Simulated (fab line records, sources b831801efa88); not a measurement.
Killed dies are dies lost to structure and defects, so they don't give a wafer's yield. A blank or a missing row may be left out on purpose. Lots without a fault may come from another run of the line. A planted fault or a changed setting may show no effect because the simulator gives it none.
Which tool did it? | flow sky130 | 12 lots, 36 wafers sampled, at 6 steps of a route of 708

WHAT THE GAUGES READ, wafer by wafer
SKY_LDD_P_CD_MEAS_07: target cd 380 nm.
lot  | measured     | on        | cd_nm (nm)
L464 | day 19 11:44 | cd_sem-02 | 380.1 379.1 380.3
L465 | day 19 23:15 | cd_sem-01 | 380.7 381.1 379.5
L466 | day 20 09:16 | cd_sem-01 | 377.7 378.5 380.1
L469 | day 21 07:45 | cd_sem-02 | 382.8 379.6 378.9
L470 | day 22 04:49 | cd_sem-01 | 378.2 377.7 379.7
L478 | day 24 17:10 | cd_sem-02 | 384.4 382.6 383.7
L479 | day 25 04:21 | cd_sem-01 | 373.8 374.7 373.8
L480 | day 25 11:55 | cd_sem-01 | 378.3 378.6 375.8
L481 | day 26 07:29 | cd_sem-01 | 378.6 379.6 379.2
L482 | day 26 07:49 | cd_sem-02 | 379.8 378.7 379.9
L483 | day 26 16:20 | cd_sem-02 | 376.6 376.0 375.0
L485 | day 27 00:42 | cd_sem-01 | 379.8 384.1 383.7

SKY_SD_N_RS_MEAS_16: measures by four-point-probe.
lot  | measured     | on            | SD_N_RS (ohm/sq)
L464 | day 28 10:01 | film_metro-01 | 68.59 68.42 68.51
L465 | day 28 20:55 | film_metro-04 | 68.58 68.43 68.54
L466 | day 29 03:19 | film_metro-01 | 68.51 68.56 68.35
L469 | day 30 03:22 | film_metro-02 | 72.01 72.05 71.81
L470 | day 30 21:49 | film_metro-02 | 72.20 72.14 72.17
L478 | day 33 05:12 | film_metro-04 | 68.60 68.67 68.51
L479 | day 33 16:35 | film_metro-04 | 68.80 68.71 68.50
L480 | day 34 00:07 | film_metro-01 | 68.60 68.53 68.51
L481 | day 34 17:34 | film_metro-01 | 68.61 68.60 68.63
L482 | day 34 19:56 | film_metro-01 | 68.49 68.42 68.58
L483 | day 35 01:26 | film_metro-02 | 68.60 68.65 68.79
L485 | day 35 08:25 | film_metro-04 | 68.59 68.62 68.61

SKY_LI_CONTACT_THK_MEAS_01.
lot  | measured     | on            | LI_CONTACT_HDPCVD_THK (nm)
L464 | day 28 10:29 | film_metro-02 | 901 911 904
L465 | day 28 21:23 | film_metro-02 | 904 919 916
L466 | day 29 03:47 | film_metro-01 | 938 928 926
L469 | day 30 03:50 | film_metro-04 | 930 942 937
L470 | day 30 22:17 | film_metro-02 | 935 939 934
L478 | day 33 05:41 | film_metro-01 | 938 932 938
L479 | day 33 17:04 | film_metro-01 | 941 924 936
L480 | day 34 00:35 | film_metro-01 | 928 913 927
L481 | day 34 18:03 | film_metro-04 | 927 913 926
L482 | day 34 20:24 | film_metro-04 | 928 921 930
L483 | day 35 01:55 | film_metro-02 | 938 931 916
L485 | day 35 08:53 | film_metro-01 | 925 922 918

SKY_LI_CONTACT_THK_MEAS_23: measures by xrf.
lot  | measured     | on            | LI_CONTACT_W_THK (nm)
L464 | day 29 15:38 | film_metro-01 | 390 387 397
L465 | day 30 03:41 | film_metro-01 | 392 398 395
L466 | day 30 09:34 | film_metro-01 | 401 395 397
L469 | day 31 09:52 | film_metro-02 | 393 395 392
L470 | day 32 03:13 | film_metro-04 | 393 390 392
L478 | day 34 10:43 | film_metro-04 | 402 391 407
L479 | day 34 21:47 | film_metro-04 | 389 389 391
L480 | day 35 06:07 | film_metro-02 | 392 390 387
L481 | day 35 23:33 | film_metro-02 | 394 394 395
L482 | day 36 01:28 | film_metro-04 | 395 398 397
L483 | day 36 06:21 | film_metro-01 | 408 401 397
L485 | day 36 13:13 | film_metro-01 | 396 394 397

WHICH TOOL RAN EACH LOT (tool, then ch and the chambers of the sampled wafers, then the start)
lot  | SKY_SD_N_IMPLANT_09             | SKY_SD_N_STRIP_11
L464 | implanter-04 ch 0, day 28 09:19 | plasma_asher-04 ch 0,1, day 28 09:37
L465 | implanter-02 ch 0, day 28 20:14 | plasma_asher-03 ch 0,1, day 28 20:30
L466 | implanter-03 ch 0, day 29 02:37 | plasma_asher-04 ch 0,1, day 29 02:55
L469 | implanter-03 ch 0, day 30 02:41 | plasma_asher-03 ch 0,1, day 30 02:58
L470 | implanter-03 ch 0, day 30 21:07 | plasma_asher-03 ch 0,1, day 30 21:25
L478 | implanter-03 ch 0, day 33 04:31 | plasma_asher-03 ch 0,1, day 33 04:49
L479 | implanter-03 ch 0, day 33 15:55 | plasma_asher-04 ch 0,1, day 33 16:11
L480 | implanter-04 ch 0, day 33 23:26 | plasma_asher-03 ch 0,1, day 33 23:43
L481 | implanter-02 ch 0, day 34 16:53 | plasma_asher-01 ch 0,1, day 34 17:11
L482 | implanter-02 ch 0, day 34 19:16 | plasma_asher-03 ch 0,1, day 34 19:33
L483 | implanter-03 ch 0, day 35 00:44 | plasma_asher-01 ch 0,1, day 35 01:02
L485 | implanter-03 ch 0, day 35 07:44 | plasma_asher-01 ch 0,1, day 35 08:01
- SKY_SD_N_IMPLANT_09
- SKY_SD_N_STRIP_11: strips in O2/N2.

WHAT THE TOOLS THEMSELVES READ (means of the sampled wafers that have a number; where no wafer has one, the mark that the record gives instead)
SKY_SD_N_IMPLANT_09.
lot  | tool         | beam_energy_keV
L464 | implanter-04 | 50.020
L465 | implanter-02 | 50.013
L466 | implanter-03 | 50.016
L469 | implanter-03 | 45.356
L470 | implanter-03 | 45.368
L478 | implanter-03 | 50.004
L479 | implanter-03 | 49.995
L480 | implanter-04 | 50.001
L481 | implanter-02 | 50.005
L482 | implanter-02 | 49.985
L483 | implanter-03 | 49.987
L485 | implanter-03 | 49.999

SKY_SD_N_STRIP_11.
lot  | tool            | drypump_motor_current_A (A) | o2_flow_sccm (sccm) | oes_product_au (a.u.) | strip_time_to_endpoint_s (s)
L464 | plasma_asher-04 | 5.5                         | 3001                | 0.528                 | 22.52
L465 | plasma_asher-03 | 5.6                         | 2994                | 0.524                 | 22.60
L466 | plasma_asher-04 | 5.8                         | 2994                | 0.525                 | 22.59
L469 | plasma_asher-03 | 5.7                         | 2999                | 0.535                 | 21.83
L470 | plasma_asher-03 | 5.8                         | 3003                | 0.541                 | 21.87
L478 | plasma_asher-03 | 5.8                         | 3000                | 0.527                 | 22.58
L479 | plasma_asher-04 | 5.4                         | 2999                | 0.528                 | 22.54
L480 | plasma_asher-03 | 5.6                         | 2992                | 0.530                 | 22.59
L481 | plasma_asher-01 | 6.4                         | 3005                | 0.534                 | 22.59
L482 | plasma_asher-03 | 5.8                         | 2996                | 0.531                 | 22.48
L483 | plasma_asher-01 | 6.4                         | 2998                | 0.529                 | 22.52
L485 | plasma_asher-01 | 6.4                         | 3007                | 0.527                 | 22.55

THE ANSWER, worked out from the rows above alone
Rule: what is usual is taken from the lots themselves. Put in order of their means at a reading, lots are off if they are a third of the lots or fewer, leave a main group of 4 or more, and stand apart from it by a gap of 3 or more times the standard deviation of the main group's means; of several such gaps the widest counts. A main group whose means are all the same, to the digits that the tables above print for the reading, isn't used. A lot without any number at a reading at which 4 lots or more have one is off too. The other lots that the step has rows for count as sound. The gauges are gone through in route order, then the tools' own readings, and for those a lot's mean is taken as printed above. The first step at which some lot is off is used, and at that step the reading that is off furthest; a lot without a number counts as furthest.
Off: L469, L470, at SKY_SD_N_RS_MEAS_16 (SD_N_RS). The main group: mean 68.57 ohm/sq, standard deviation 0.069.
A tool fits if, at a process step before that reading, it ran every lot that is off, and no sound lot after the first of them. The gauges at SKY_SD_N_RS_MEAS_16 aren't tried: what is off there is off at SKY_SD_N_IMPLANT_09 too, on other tools, and a gauge's error can't cause that. None of those tried fits.

WHAT THE SIMULATOR HAD PUT IN
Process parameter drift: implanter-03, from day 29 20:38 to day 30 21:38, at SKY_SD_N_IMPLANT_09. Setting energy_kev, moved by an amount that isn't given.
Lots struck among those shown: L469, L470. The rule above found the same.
